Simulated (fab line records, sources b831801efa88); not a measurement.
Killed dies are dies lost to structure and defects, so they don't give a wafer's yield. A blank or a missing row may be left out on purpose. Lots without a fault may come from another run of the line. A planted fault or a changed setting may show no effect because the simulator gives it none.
Which tool did it? | flow gf180mcu | 14 lots, 42 wafers sampled, at 5 steps of a route of 602

WHAT THE GAUGES READ, wafer by wafer
GF_NSD_CD_MEAS_07: target cd 400 nm. Usual: cd_nm 400.3 nm, standard deviation 2.4.
lot  | measured     | on        | cd_nm (nm)        | flag
L966 | day 13 07:16 | cd_sem-02 | 396.4 397.9 397.6 |
L967 | day 13 13:48 | cd_sem-01 | 400.5 403.9 403.7 |
L969 | day 14 09:07 | cd_sem-02 | 403.2 400.6 404.0 |
L970 | day 14 19:47 | cd_sem-02 | 401.2 399.6 399.6 |
L974 | day 16 02:50 | cd_sem-01 | 395.9 395.7 394.1 |
L976 | day 16 17:20 | cd_sem-02 | 397.3 396.5 398.3 |
L977 | day 17 04:41 | cd_sem-02 | 400.0 400.7 400.1 |
L982 | day 18 18:58 | cd_sem-01 | 402.2 405.1 402.2 |
L984 | day 19 16:35 | cd_sem-01 | 404.6 405.0 403.2 |
L985 | day 19 19:47 | cd_sem-01 | 400.0 400.2 399.7 |
L986 | day 20 07:11 | cd_sem-01 | 403.8 402.0 404.2 |
L987 | day 20 17:27 | cd_sem-02 | 400.2 399.5 399.9 |
L988 | day 21 00:12 | cd_sem-02 | 401.2 403.0 401.1 |
L989 | day 21 09:47 | cd_sem-02 | 397.1 397.4 399.7 |

GF_NSD_OVL_MEAS_08. Usual: NSD_OVL -0.4 nm, standard deviation 1.7.
lot  | measured     | on         | NSD_OVL (nm)   | flag
L966 | day 13 07:23 | overlay-01 | 0.6 0.1 0.4    |
L967 | day 13 13:55 | overlay-02 | -1.9 -2.8 -1.1 |
L969 | day 14 09:11 | overlay-02 | -1.6 -1.5 0.5  |
L970 | day 14 19:53 | overlay-02 | -1.8 -0.9 -0.4 |
L974 | day 16 02:55 | overlay-01 | -3.4 -5.2 -2.4 |
L976 | day 16 17:26 | overlay-02 | 0.9 -0.8 -0.3  |
L977 | day 17 04:46 | overlay-02 | -0.8 -0.4 -0.8 |
L982 | day 18 19:04 | overlay-01 | -0.1 -0.2 -2.1 |
L984 | day 19 16:43 | overlay-02 | 2.0 0.3 0.3    |
L985 | day 19 19:53 | overlay-02 | -0.4 0.3 -1.0  |
L986 | day 20 07:17 | overlay-01 | 0.0 2.5 -0.2   |
L987 | day 20 17:34 | overlay-01 | -2.4 1.1 -0.8  |
L988 | day 21 00:20 | overlay-01 | -1.3 -1.7 0.9  |
L989 | day 21 09:54 | overlay-01 | -0.7 0.1 -0.4  |

GF_NSD_TW_MEAS_12. Usual: NSD_TW 4260, standard deviation 45.
lot  | measured     | on            | NSD_TW         | flag
L966 | day 13 07:49 | film_metro-01 | 4245 4255 4237 |
L967 | day 13 14:22 | film_metro-02 | 4328 4315 4311 |
L969 | day 14 09:38 | film_metro-01 | 4227 4211 4203 |
L970 | day 14 20:20 | film_metro-02 | 4312 4323 4308 |
L974 | day 16 03:22 | film_metro-03 | 4281 4264 4272 |
L976 | day 16 17:53 | film_metro-01 | 4228 4213 4202 |
L977 | day 17 05:13 | film_metro-03 | 4246 4272 4264 |
L982 | day 18 19:34 | film_metro-01 | 4243 4207 4252 |
L984 | day 19 17:08 | film_metro-02 | 4290 4238 4265 |
L985 | day 19 20:20 | film_metro-01 | 4248 4231 4212 |
L986 | day 20 07:44 | film_metro-03 | 4232 4246 4259 |
L987 | day 20 18:00 | film_metro-02 | 4315 4314 4336 |
L988 | day 21 00:46 | film_metro-01 | 4217 4215 4189 |
L989 | day 21 10:20 | film_metro-01 | 4194 4210 4194 |

GF_SAB_THK_MEAS_01. Usual: SAB_CVD_00_THK 49.9 nm, standard deviation 0.65.
lot  | measured     | on            | SAB_CVD_00_THK (nm) | flag
L966 | day 14 04:57 | film_metro-03 | 49.1 49.4 50.9      |
L967 | day 14 11:07 | film_metro-01 | 49.8 49.1 49.7      |
L969 | day 15 07:44 | film_metro-04 | 50.5 50.6 50.6      |
L970 | day 15 18:13 | film_metro-03 | 99.3 100.1 101.4    | OFF
L974 | day 17 02:44 | film_metro-04 | 49.5 51.6 50.6      |
L976 | day 17 17:29 | film_metro-01 | 97.9 100.3 101.4    | OFF
L977 | day 18 04:26 | film_metro-03 | 50.4 50.4 50.8      |
L982 | day 19 20:56 | film_metro-03 | 50.1 50.1 51.2      |
L984 | day 20 17:16 | film_metro-04 | 50.6 49.3 50.4      |
L985 | day 20 20:59 | film_metro-03 | 49.5 50.4 50.2      |
L986 | day 21 08:19 | film_metro-04 | 49.2 50.6 50.3      |
L987 | day 21 18:25 | film_metro-01 | 49.5 49.6 49.8      |
L988 | day 22 00:27 | film_metro-04 | 48.8 48.8 50.0      |
L989 | day 22 10:35 | film_metro-01 | 49.1 49.0 49.9      |

WHICH TOOL RAN EACH LOT (tool, then ch and the chambers of the sampled wafers, then the start)
lot  | GF_SAB_CVD_00
L966 | pecvd-03 ch 0,1,2, day 14 04:55
L967 | pecvd-01 ch 0,1, day 14 11:06
L969 | pecvd-01 ch 0,1,2, day 15 07:42
L970 | pecvd-03 ch 0,1, day 15 17:59
L974 | pecvd-01 ch 0,1,2, day 17 02:41
L976 | pecvd-04 ch 1,2, day 17 17:11
L977 | pecvd-03 ch 0,1,2, day 18 04:24
L982 | pecvd-04 ch 0,1,2, day 19 20:53
L984 | pecvd-04 ch 0,1,2, day 20 17:14
L985 | pecvd-01 ch 0,1, day 20 20:56
L986 | pecvd-04 ch 0,1, day 21 08:17
L987 | pecvd-03 ch 1,2, day 21 18:23
L988 | pecvd-01 ch 0,1,2, day 22 00:26
L989 | pecvd-03 ch 0,1,2, day 22 10:35
- GF_SAB_CVD_00: deposits SiO2 from TEOS, target thk 50 nm, time 4.9302 s.

WHAT THE TOOLS THEMSELVES READ (means of the sampled wafers that have a number; where no wafer has one, the mark that the record gives instead)
GF_SAB_CVD_00. Usual: heater_power_w 624 W, standard deviation 100; rf_fwd_power_W 587 W, standard deviation 3.
lot  | tool     | heater_power_w (W) | rf_fwd_power_W (W) | flag
L966 | pecvd-03 | 680                | 588                |
L967 | pecvd-01 | 566                | 586                |
L969 | pecvd-01 | 576                | 584                |
L970 | pecvd-03 | 749                | 586                |
L974 | pecvd-01 | 557                | 584                |
L976 | pecvd-04 | 559                | 590                |
L977 | pecvd-03 | 655                | 588                |
L982 | pecvd-04 | 602                | 589                |
L984 | pecvd-04 | 640                | 589                |
L985 | pecvd-01 | 551                | 586                |
L986 | pecvd-04 | 631                | 591                |
L987 | pecvd-03 | 614                | 590                |
L988 | pecvd-01 | 562                | 587                |
L989 | pecvd-03 | 713                | 589                |

THE ANSWER, worked out from the rows above alone
Rule: a lot is off if the mean of its wafers that have a number lies more than 3 standard deviations from the usual mean. A lot without any number at a reading at which 4 lots or more have one is off too. The other lots that the step has rows for count as sound. The gauges are gone through in route order, then the tools' own readings, and for those a lot's mean is taken as printed above. The first step at which some lot is off is used, and at that step the reading that is off furthest; a lot without a number counts as furthest.
Off: L970, L976, at GF_SAB_THK_MEAS_01 (SAB_CVD_00_THK).
A tool fits if, at a process step before that reading, it ran every lot that is off, and no sound lot after the first of them. The gauges at GF_SAB_THK_MEAS_01 are tried like those tools. None of those tried fits.

WHAT THE SIMULATOR HAD PUT IN
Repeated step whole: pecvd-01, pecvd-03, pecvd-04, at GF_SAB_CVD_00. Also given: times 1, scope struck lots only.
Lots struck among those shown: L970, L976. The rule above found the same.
